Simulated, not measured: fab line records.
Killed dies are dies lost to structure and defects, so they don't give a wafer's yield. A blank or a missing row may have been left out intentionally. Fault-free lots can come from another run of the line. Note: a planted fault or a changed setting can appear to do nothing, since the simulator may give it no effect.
One fault through the eyes of 2 desks | flow sky130 | only its own numbers are on each desk; what lay behind them is given at the end

FROM THE METROLOGY DESK
Lot by lot, what the gauges showed, no matter which tool ran the lot: averages of those sampled wafers that carry a number. If a lot's mean is further than 4 standard deviations from the usual mean, the lot is out of limits and carries the mark OUT (the distance appears in the brackets).
Columns: A = VIA3_HDPCVD_THK at SKY_VIA3_THK_MEAS_01, usual 1633 nm; B = VIA3_BOW at SKY_VIA3_BOW_MEAS_03, usual 79 um
lot  | first seen here | A    | B
L599 | day 39 20:52    | 1643 | 92
L602 | day 40 10:59    | 1617 | 87
L606 | day 41 17:52    | 1638 | 83
L607 | day 42 04:31    | 1615 | 76
L608 | day 42 07:14    | 1631 | 82
L609 | day 43 01:17    | 1639 | 79
L610 | day 43 02:55    | 1652 | 72
L611 | day 43 04:09    | 1614 | 75
L612 | day 43 07:07    | 1648 | 68
L613 | day 43 18:58    | 1637 | 81
L620 | day 45 10:00    | 1614 | 72
This desk's finding: nothing out of limits on any of the 11 lots.

TOOL OWNER'S DESK, pvdSputter-01
The tool's own readings at SKY_METAL4_SPUTTER_02 (material AlCu, target thk 735 nm, time 39.1 s): means of the sampled wafers that have a number, for each lot that ran on this tool. If a lot's mean is further than 4 standard deviations from the usual mean, the lot is out of limits and carries the mark OUT (the distance appears in the brackets).
Columns: A = throttleValvePct at SKY_METAL4_SPUTTER_02, usual 30.0 %
lot  | first seen here | A
L610 | day 44 04:19    | 30.5
L611 | day 44 05:20    | 30.2
L612 | day 44 08:05    | 30.2
L620 | day 46 09:28    | 31.0
This desk's finding: nothing out of limits on any of the 4 lots.

TAKEN TOGETHER
From the metrology desk's view, nothing was out of limits.
The desk of the tool owner found nothing out of limits.

WHAT THE SIMULATOR HAD PUT IN
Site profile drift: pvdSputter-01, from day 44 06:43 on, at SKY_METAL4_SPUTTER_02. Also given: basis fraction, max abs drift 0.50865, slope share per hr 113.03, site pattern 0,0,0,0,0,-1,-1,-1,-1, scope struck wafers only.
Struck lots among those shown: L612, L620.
